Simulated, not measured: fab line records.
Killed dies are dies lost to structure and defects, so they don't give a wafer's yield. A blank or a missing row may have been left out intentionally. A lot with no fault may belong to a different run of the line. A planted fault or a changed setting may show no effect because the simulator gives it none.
A lot that was struck, set against a sound lot | flow sky130 | 14 steps out of a route of 708
Sound: wafers L722.1, L722.5, L722.6. Struck: wafers L727.1, L727.3, L727.6. At the end, the cause is stated.
Per side, at each step with rows, come the tool, then ch with its chambers, and then its first start. Under that, the readings that differ: sound wafers | struck wafers | difference of the means | sigmas: that difference in standard deviations of wafers without a fault.
alike: readings with means less than 2 such deviations apart, plus words and numbers identical on both sides. not compared: withheld readings, readings lacking a value on some wafer, bounds such as >300 that could conceal the same value, and numbers that have no deviation in the record and whose values overlap.
A row with sigmas, a row that says differs or no value, or rows on one side alone: a step with any of these is where the two part. Non-overlapping numbers with no deviation appear without sigmas and do not part them. A reading that every wafer of one side lacks parts them only if that side has two wafers or more.

first, 6 steps without rows for these wafers: SKY_RES_XHIGH_COAT_02 (resist thk 1140 nm); SKY_RES_XHIGH_SOFTBAKE_03 (time 60 s); SKY_RES_XHIGH_EXPOSE_04 (exposes mask URPM, target cd 1270 nm); SKY_RES_XHIGH_PEB_05; SKY_RES_XHIGH_DEVELOP_06 (develop time 60 s); SKY_RES_XHIGH_IMPLANT_07.
SKY_RES_XHIGH_STRIP_08: strips in O2/N2.
  sound on plasmaAsher-02 ch 0,1, day 27 17:39; struck on plasmaAsher-01 ch 0,1, day 29 15:54
  alike: drypumpMotorCurrentA, o2FlowSccm, oesProductAu, stripTimeToEndpointS
  not compared: rfHoursCounterH
SKY_RES_XHIGH_TW_MEAS_09:
  struck on filmMetro-03, day 29 16:00; sound on filmMetro-03, day 27 17:45
  alike: RES_XHIGH_TW
then, 4 steps without rows for these wafers: SKY_SD_N_DEHYDRATE_00 (time 60 s); SKY_SD_N_HMDS_01 (prime time 60 s); SKY_SD_N_COAT_02 (resist thk 1140 nm); SKY_SD_N_SOFTBAKE_03 (time 60 s).
SKY_SD_N_EXPOSE_04: exposes mask NSDM, target cd 380 nm.
  sound on ilineStepper-02 ch 0, day 28 08:47; struck on ilineStepper-02, day 30 06:03
  no value came back on the struck wafers for exposureDoseMJCm2, focusOffsetNm (nm), na; on the sound wafers exposureDoseMJCm2 reads 141.33 141.13 141.16
  alike: mask
after that, 1 step had no rows for these wafers: SKY_SD_N_PEB_05.

WHERE THEY PART
Within this record, at SKY_SD_N_EXPOSE_04 only.

WHY: what the simulator had put in
Skipped step whole: ilineStepper-02, from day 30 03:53 on, at SKY_SD_N_EXPOSE_04. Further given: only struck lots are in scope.
